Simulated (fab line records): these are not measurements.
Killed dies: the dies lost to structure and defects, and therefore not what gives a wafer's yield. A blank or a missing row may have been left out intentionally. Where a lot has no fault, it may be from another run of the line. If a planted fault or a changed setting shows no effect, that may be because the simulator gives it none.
Which tool is to blame? | flow gf180mcu | 72 wafers from 24 lots sampled at 4 of the route's 602 steps

## WHAT EACH GAUGE READ, for each wafer
GF_V3_THK_MEAS_01. Usual: V3_CVD_00_THK 600 nm, standard deviation 6.1.
lot  | measured     | on           | V3_CVD_00_THK (nm) | flag
L074 | day 21 06:06 | filmMetro-03 | 593 592 589        | 
L075 | day 21 18:02 | filmMetro-01 | 603 599 600        | 
L076 | day 22 03:20 | filmMetro-03 | 607 608 608        | 
L077 | day 22 17:20 | filmMetro-01 | 601 605 602        | 
L078 | day 23 00:58 | filmMetro-03 | 609 613 608        | 
L079 | day 23 06:47 | filmMetro-03 | 607 609 611        | 
L080 | day 23 14:42 | filmMetro-03 | 606 604 605        | 
L081 | day 24 01:07 | filmMetro-04 | 594 604 600        | 
L082 | day 24 09:20 | filmMetro-03 | 606 611 602        | 
L083 | day 24 15:45 | filmMetro-04 | 598 593 594        | 
L084 | day 25 02:53 | filmMetro-04 | 603 601 606        | 
L085 | day 25 12:08 | filmMetro-01 | 598 598 600        | 
L086 | day 25 15:50 | filmMetro-03 | 592 591 600        | 
L087 | day 25 22:03 | filmMetro-04 | 603 601 603        | 
L088 | day 26 08:09 | filmMetro-03 | 595 596 592        | 
L089 | day 26 15:37 | filmMetro-04 | 597 598 598        | 
L090 | day 26 22:53 | filmMetro-01 | 600 596 595        | 
L091 | day 27 06:46 | filmMetro-01 | 608 611 602        | 
L092 | day 27 19:08 | filmMetro-03 | 590 591 586        | 
L093 | day 27 18:29 | filmMetro-03 | 597 590 597        | 
L094 | day 28 01:10 | filmMetro-01 | 597 596 588        | 
L095 | day 28 09:14 | filmMetro-04 | 599 600 602        | 
L096 | day 28 13:46 | filmMetro-04 | 598 600 596        | 
L097 | day 28 21:22 | filmMetro-03 | 611 606 608        | 

## WHICH TOOL RAN EACH LOT (tool, then ch and the chambers of the sampled wafers, then the start)
lot  | GF_V1_ETCH_16                     | GF_V2_CVD_02                    | GF_V2_STRIP_18
L074 | rieDiel-04 ch 1,2,3, day 17 23:47 | pecvd-04 ch 0,1,2, day 19 02:48 | plasmaAsher-04 ch 0,1, day 20 03:47
L075 | rieDiel-03 ch 2,3, day 18 10:44   | pecvd-01 ch 0,1,2, day 19 13:39 | plasmaAsher-04 ch 0,1, day 20 15:03
L076 | rieDiel-03 ch 0,2,3, day 18 21:59 | pecvd-03 ch 0,1,2, day 19 23:59 | plasmaAsher-03 ch 0, day 21 01:17
L077 | rieDiel-02 ch 1,2,3, day 19 10:44 | pecvd-04 ch 0,2, day 20 14:18   | plasmaAsher-04 ch 0,1, day 21 15:09
L078 | rieDiel-02 ch 1,2,3, day 19 19:47 | pecvd-04 ch 0,2, day 20 22:51   | plasmaAsher-02 ch 0,1, day 21 23:34
L079 | rieDiel-02 ch 2,3, day 20 01:37   | pecvd-04 ch 0,2, day 21 04:15   | plasmaAsher-02 ch 0,1, day 22 05:08
L080 | rieDiel-03 ch 0,1,3, day 20 11:24 | pecvd-01 ch 0,1,2, day 21 13:44 | plasmaAsher-03 ch 0,1, day 22 14:05
L081 | rieDiel-04 ch 0,1,2, day 20 21:00 | pecvd-01 ch 0,2, day 21 23:54   | plasmaAsher-04 ch 0,1, day 23 00:28
L082 | rieDiel-03 ch 1,2,3, day 21 06:57 | pecvd-03 ch 0,2, day 22 09:12   | plasmaAsher-04 ch 0,1, day 23 09:01
L083 | rieDiel-03 ch 1,3, day 21 14:11   | pecvd-03 ch 0,1,2, day 22 16:22 | plasmaAsher-04 ch 0,1, day 23 15:20
L084 | rieDiel-03 ch 0,1,3, day 22 00:26 | pecvd-01 ch 0,1, day 23 02:29   | plasmaAsher-04 ch 0,1, day 24 02:34
L085 | rieDiel-03 ch 2,3, day 22 12:12   | pecvd-03 ch 0,1, day 23 13:12   | plasmaAsher-03 ch 0,1, day 24 12:18
L086 | rieDiel-03 ch 1,2,3, day 22 16:00 | pecvd-04 ch 0,1,2, day 23 17:22 | plasmaAsher-02 ch 0,1, day 24 16:02
L087 | rieDiel-04 ch 1,2,3, day 22 22:39 | pecvd-01 ch 0,1,2, day 23 23:58 | plasmaAsher-03 ch 0,1, day 24 22:20
L088 | rieDiel-04 ch 0,1, day 23 09:06   | pecvd-04 ch 0,1, day 24 10:02   | plasmaAsher-04 ch 0,1, day 25 08:41
L089 | rieDiel-03 ch 0,1,2, day 23 17:37 | pecvd-03 ch 0,1,2, day 24 18:08 | plasmaAsher-04 ch 0,1, day 25 16:50
L090 | rieDiel-02 ch 1,2, day 24 01:10   | pecvd-04 ch 0,1, day 25 01:55   | plasmaAsher-04 ch 1, day 25 23:52
L091 | rieDiel-04 ch 0,1,3, day 24 09:54 | pecvd-04 ch 1,2, day 25 10:05   | plasmaAsher-03 ch 0,1, day 26 08:03
L092 | rieDiel-02 ch 1,3, day 24 21:37   | pecvd-01 ch 0,1,2, day 25 22:16 | plasmaAsher-03 ch 0,1, day 26 20:19
L093 | rieDiel-03 ch 0,1, day 24 22:38   | pecvd-03 ch 0,1,2, day 25 22:09 | plasmaAsher-02 ch 0,1, day 26 19:58
L094 | rieDiel-03 ch 0,3, day 25 04:52   | pecvd-03 ch 0,1,2, day 26 04:38 | plasmaAsher-03 ch 0,1, day 27 02:50
L095 | rieDiel-04 ch 0,2,3, day 25 14:42 | pecvd-03 ch 0,1,2, day 26 14:06 | plasmaAsher-04 ch 0,1, day 27 11:10
L096 | rieDiel-04 ch 0,1,3, day 25 19:36 | pecvd-04 ch 1,2, day 26 18:36   | plasmaAsher-03 ch 0,1, day 27 15:24
L097 | rieDiel-03 ch 2,3, day 26 03:26   | pecvd-04 ch 1,2, day 27 02:53   | plasmaAsher-04 ch 0,1, day 27 23:07
- GF_V1_ETCH_16: etches BARC in N2/H2.
- GF_V2_CVD_02: deposits SiO2 from TEOS, target thk 850 nm, time 94.851 s.
- GF_V2_STRIP_18: strips in O2/N2.

## AS READ BY THE TOOLS THEMSELVES (means over the sampled wafers that have a number; for cases with no such wafer, the mark the record gives instead)
GF_V1_ETCH_16. Usual: drypumpMotorCurrentA 5.6 A, standard deviation 0.32; oesProductAu 0.854 a.u., standard deviation 0.0046; throttleValvePct 13.224 %, standard deviation 0.0086.
lot  | tool       | drypumpMotorCurrentA (A) | oesProductAu (a.u.) | throttleValvePct (%) | flag
L074 | rieDiel-04 | 5.8                      | 0.850               | 13.218               | 
L075 | rieDiel-03 | 5.6                      | 0.852               | 13.233               | 
L076 | rieDiel-03 | 5.7                      | 0.856               | 13.228               | 
L077 | rieDiel-02 | 5.7                      | 0.853               | 13.222               | 
L078 | rieDiel-02 | 5.7                      | 0.855               | 13.229               | 
L079 | rieDiel-02 | 5.5                      | 0.859               | 13.220               | 
L080 | rieDiel-03 | 5.6                      | 0.855               | 13.231               | 
L081 | rieDiel-04 | 5.9                      | 0.854               | 13.224               | 
L082 | rieDiel-03 | 5.4                      | 0.861               | 13.224               | 
L083 | rieDiel-03 | 5.6                      | 0.851               | 13.225               | 
L084 | rieDiel-03 | 5.6                      | 0.855               | 13.222               | 
L085 | rieDiel-03 | 5.6                      | 0.850               | 13.232               | 
L086 | rieDiel-03 | 5.5                      | 0.854               | 13.228               | 
L087 | rieDiel-04 | 5.8                      | 0.857               | 13.228               | 
L088 | rieDiel-04 | 5.9                      | 0.855               | 13.225               | 
L089 | rieDiel-03 | 5.4                      | 0.852               | 13.228               | 
L090 | rieDiel-02 | 5.9                      | 0.855               | 13.225               | 
L091 | rieDiel-04 | 5.5                      | 0.854               | 13.222               | 
L092 | rieDiel-02 | 5.5                      | 0.858               | 13.225               | 
L093 | rieDiel-03 | 5.5                      | 0.849               | 13.215               | 
L094 | rieDiel-03 | 5.7                      | 0.857               | 13.217               | 
L095 | rieDiel-04 | 5.5                      | 0.850               | 13.225               | 
L096 | rieDiel-04 | 5.5                      | 0.853               | 13.216               | 
L097 | rieDiel-03 | 5.5                      | 0.853               | 13.222               | 

GF_V2_CVD_02. Usual: heaterPowerW at 702 W, with a standard deviation of 94.
lot  | tool     | heaterPowerW (W) | flag
L074 | pecvd-04 | 671              | 
L075 | pecvd-01 | 662              | 
L076 | pecvd-03 | 743              | 
L077 | pecvd-04 | 648              | 
L078 | pecvd-04 | 652              | 
L079 | pecvd-04 | 682              | 
L080 | pecvd-01 | 633              | 
L081 | pecvd-01 | 719              | 
L082 | pecvd-03 | 829              | 
L083 | pecvd-03 | 769              | 
L084 | pecvd-01 | 578              | 
L085 | pecvd-03 | 806              | 
L086 | pecvd-04 | 700              | 
L087 | pecvd-01 | 684              | 
L088 | pecvd-04 | 714              | 
L089 | pecvd-03 | 731              | 
L090 | pecvd-04 | 702              | 
L091 | pecvd-04 | 698              | 
L092 | pecvd-01 | 700              | 
L093 | pecvd-03 | 719              | 
L094 | pecvd-03 | 800              | 
L095 | pecvd-03 | 779              | 
L096 | pecvd-04 | 660              | 
L097 | pecvd-04 | 643              | 

GF_V2_STRIP_18. Usual: drypumpMotorCurrentA 5.83 A, standard deviation 0.27; heaterPowerW 353 W, standard deviation 37; oesProductAu 0.591 a.u., standard deviation 0.0046; platenTempC 250.01 C, standard deviation 0.17.
lot  | tool           | drypumpMotorCurrentA (A) | heaterPowerW (W) | oesProductAu (a.u.) | platenTempC (C) | flag
L074 | plasmaAsher-04 | 5.90                     | 364              | 0.592               | 250.07          | 
L075 | plasmaAsher-04 | 5.92                     | 364              | 0.591               | 249.89          | 
L076 | plasmaAsher-03 | 6.01                     | 346              | 0.593               | 249.82          | 
L077 | plasmaAsher-04 | 5.90                     | 359              | 0.594               | 249.86          | 
L078 | plasmaAsher-02 | 6.05                     | 364              | 0.595               | 250.06          | 
L079 | plasmaAsher-02 | 6.03                     | 361              | 0.593               | 250.12          | 
L080 | plasmaAsher-03 | 5.73                     | 327              | 0.594               | 250.07          | 
L081 | plasmaAsher-04 | 5.91                     | 385              | 0.595               | 249.80          | 
L082 | plasmaAsher-04 | 5.90                     | 358              | 0.588               | 249.96          | 
L083 | plasmaAsher-04 | 5.93                     | 381              | 0.585               | 250.03          | 
L084 | plasmaAsher-04 | 5.91                     | 377              | 0.590               | 249.61          | 
L085 | plasmaAsher-03 | 5.51                     | 310              | 0.593               | 250.04          | 
L086 | plasmaAsher-02 | 6.06                     | 368              | 0.595               | 249.90          | 
L087 | plasmaAsher-03 | 5.51                     | 305              | 0.588               | 249.94          | 
L088 | plasmaAsher-04 | 5.90                     | 365              | 0.590               | 250.22          | 
L089 | plasmaAsher-04 | 5.95                     | 385              | 0.595               | 250.15          | 
L090 | plasmaAsher-04 | 5.95                     | 401              | 0.587               | 250.10          | 
L091 | plasmaAsher-03 | 5.71                     | 330              | 0.592               | 249.94          | 
L092 | plasmaAsher-03 | 5.73                     | 335              | 0.590               | 250.18          | 
L093 | plasmaAsher-02 | 5.98                     | 359              | 0.591               | 249.93          | 
L094 | plasmaAsher-03 | 5.47                     | 314              | 0.592               | 250.14          | 
L095 | plasmaAsher-04 | 5.95                     | 378              | 0.592               | 250.05          | 
L096 | plasmaAsher-03 | 5.46                     | 311              | 0.592               | 250.03          | 
L097 | plasmaAsher-04 | 5.94                     | 385              | 0.586               | 249.84          | 

## THE ANSWER, worked out from the rows above alone
Rule: a lot counts as off when the mean over its wafers that have a number is more than 3 standard deviations away from the usual mean. Also off: a lot with no number at a reading for which 4 or more lots have one. All remaining lots with rows at the step are treated as sound. First the gauges in route order, then the tools' own readings, where a lot's mean is used as printed above. The first step at which some lot is off is used, and at that step the reading that is off furthest; a lot without a number counts as furthest.
None of the lots is off at any reading shown; this tells nothing.

## WHAT THE SIMULATOR HAD PUT IN
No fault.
